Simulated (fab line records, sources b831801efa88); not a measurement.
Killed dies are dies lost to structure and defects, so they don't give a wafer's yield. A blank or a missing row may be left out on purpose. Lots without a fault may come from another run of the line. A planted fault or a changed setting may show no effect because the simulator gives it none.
Which tool did it? | flow gf180mcu | 14 lots, 41 wafers sampled, at 4 steps of a route of 602

WHAT THE GAUGES READ, wafer by wafer
GF_V5_THK_MEAS_03. Usual: V5_CVD_02_THK 1451 nm, standard deviation 21.
lot  | measured     | on            | V5_CVD_02_THK (nm) | flag
L513 | day 26 05:50 | film_metro-03 | 1455 1502 1489     |
L514 | day 26 11:59 | film_metro-01 | 1431 1452 1429     |
L515 | day 26 20:05 | film_metro-03 | 1447 1454 1448     |
L516 | day 27 00:04 | film_metro-01 | 1448 1456 1485     |
L518 | day 28 01:00 | film_metro-03 | 1488 1478 1474     |
L519 | day 28 07:48 | film_metro-03 | 1410 1449 1434     |
L522 | day 29 12:50 | film_metro-03 | 1446 1461 1450     |
L523 | day 29 13:08 | film_metro-02 | 1449 1479 1448     |
L525 | day 30 05:55 | film_metro-03 | 1441 1448          |
L526 | day 30 15:41 | film_metro-02 | 1428 1437 1466     |
L530 | day 31 13:08 | film_metro-02 | 1446 1460 1451     |
L531 | day 31 21:32 | film_metro-03 | 1479 1461 1477     |
L534 | day 32 10:09 | film_metro-01 | 1453 1483 1477     |
L536 | day 32 19:48 | film_metro-03 | 1428 1461 1473     |

GF_PASSIVATION_THK_MEAS_03. Usual: PASSIVATION_CVD_02_THK 702 nm, standard deviation 9.4.
lot  | measured     | on            | PASSIVATION_CVD_02_THK (nm) | flag
L513 | day 28 01:38 | film_metro-04 | 699 702 703                 |
L514 | day 28 06:34 | film_metro-02 | 696 701 720                 |
L515 | day 28 16:08 | film_metro-04 | 701 709 703                 |
L516 | day 28 19:16 | film_metro-03 | 688 699 710                 |
L518 | day 29 19:07 | film_metro-02 | 699 698 706                 |
L519 | day 30 01:23 | film_metro-03 | 697 713 708                 |
L522 | day 31 04:18 | film_metro-04 | 688 681 690                 |
L523 | day 31 04:43 | film_metro-02 | 702 707 713                 |
L525 | day 31 21:16 | film_metro-03 | 704 711                     |
L526 | day 32 05:59 | film_metro-04 | 694 702 713                 |
L530 | day 33 02:17 | film_metro-02 | 696 717 705                 |
L531 | day 33 09:43 | film_metro-04 | 692 715 722                 |
L534 | day 33 21:58 | film_metro-04 | 709 705 710                 |
L536 | day 34 06:39 | film_metro-03 | 700 698 711                 |

WHICH TOOL RAN EACH LOT (tool, then ch and the chambers of the sampled wafers, then the start)
lot  | GF_V1_SPUTTER_22             | GF_TOP_METAL_SPUTTER_02
L513 | pvd_sputter-02, day 17 22:58 | pvd_sputter-02, day 27 04:06
L514 | pvd_sputter-01, day 18 10:55 | pvd_sputter-02, day 27 10:00
L515 | pvd_sputter-01, day 18 17:49 | pvd_sputter-02, day 27 18:49
L516 | pvd_sputter-01, day 19 01:30 | pvd_sputter-03, day 27 22:22
L518 | pvd_sputter-01, day 20 06:31 | pvd_sputter-03, day 28 22:36
L519 | pvd_sputter-01, day 20 12:40 | pvd_sputter-02, day 29 05:14
L522 | pvd_sputter-01, day 22 02:22 | pvd_sputter-03, day 30 09:35
L523 | pvd_sputter-04, day 22 03:19 | pvd_sputter-01, day 30 09:53
L525 | pvd_sputter-01, day 22 18:55 | pvd_sputter-01, day 31 02:08
L526 | pvd_sputter-01, day 23 11:01 | pvd_sputter-01, day 31 11:23
L530 | pvd_sputter-02, day 24 16:04 | pvd_sputter-03, day 32 08:32
L531 | pvd_sputter-04, day 24 22:34 | pvd_sputter-02, day 32 16:21
L534 | pvd_sputter-04, day 25 16:26 | pvd_sputter-03, day 33 04:50
L536 | pvd_sputter-04, day 26 02:54 | pvd_sputter-01, day 33 14:02
- GF_V1_SPUTTER_22: material TiN, target thk 10 nm, time 40 s.
- GF_TOP_METAL_SPUTTER_02: material AlCu, target thk 900 nm, time 47.82 s.

WHAT THE TOOLS THEMSELVES READ (means of the sampled wafers that have a number; where no wafer has one, the mark that the record gives instead)
GF_V1_SPUTTER_22. Usual: throttle_valve_pct 29.6 %, standard deviation 0.95.
lot  | tool           | throttle_valve_pct (%) | flag
L513 | pvd_sputter-02 | 29.4                   |
L514 | pvd_sputter-01 | 28.8                   |
L515 | pvd_sputter-01 | 29.5                   |
L516 | pvd_sputter-01 | 29.4                   |
L518 | pvd_sputter-01 | 28.8                   |
L519 | pvd_sputter-01 | 29.8                   |
L522 | pvd_sputter-01 | 29.4                   |
L523 | pvd_sputter-04 | 29.6                   |
L525 | pvd_sputter-01 | 29.9                   |
L526 | pvd_sputter-01 | 29.7                   |
L530 | pvd_sputter-02 | 30.5                   |
L531 | pvd_sputter-04 | 29.9                   |
L534 | pvd_sputter-04 | 29.3                   |
L536 | pvd_sputter-04 | 28.9                   |

GF_TOP_METAL_SPUTTER_02. Usual: throttle_valve_pct 29.7 %, standard deviation 1.1.
lot  | tool           | throttle_valve_pct (%) | flag
L513 | pvd_sputter-02 | 30.1                   |
L514 | pvd_sputter-02 | 29.9                   |
L515 | pvd_sputter-02 | 29.9                   |
L516 | pvd_sputter-03 | 29.4                   |
L518 | pvd_sputter-03 | 29.2                   |
L519 | pvd_sputter-02 | 30.4                   |
L522 | pvd_sputter-03 | 30.6                   |
L523 | pvd_sputter-01 | 28.8                   |
L525 | pvd_sputter-01 | 28.8                   |
L526 | pvd_sputter-01 | 28.7                   |
L530 | pvd_sputter-03 | 30.3                   |
L531 | pvd_sputter-02 | 30.4                   |
L534 | pvd_sputter-03 | 30.6                   |
L536 | pvd_sputter-01 | 30.2                   |

THE ANSWER, worked out from the rows above alone
Rule: a lot is off if the mean of its wafers that have a number lies more than 3 standard deviations from the usual mean. A lot without any number at a reading at which 4 lots or more have one is off too. The other lots that the step has rows for count as sound. The gauges are gone through in route order, then the tools' own readings, and for those a lot's mean is taken as printed above. The first step at which some lot is off is used, and at that step the reading that is off furthest; a lot without a number counts as furthest.
No lot is off at any reading shown: from this, nothing can be told.

WHAT THE SIMULATOR HAD PUT IN
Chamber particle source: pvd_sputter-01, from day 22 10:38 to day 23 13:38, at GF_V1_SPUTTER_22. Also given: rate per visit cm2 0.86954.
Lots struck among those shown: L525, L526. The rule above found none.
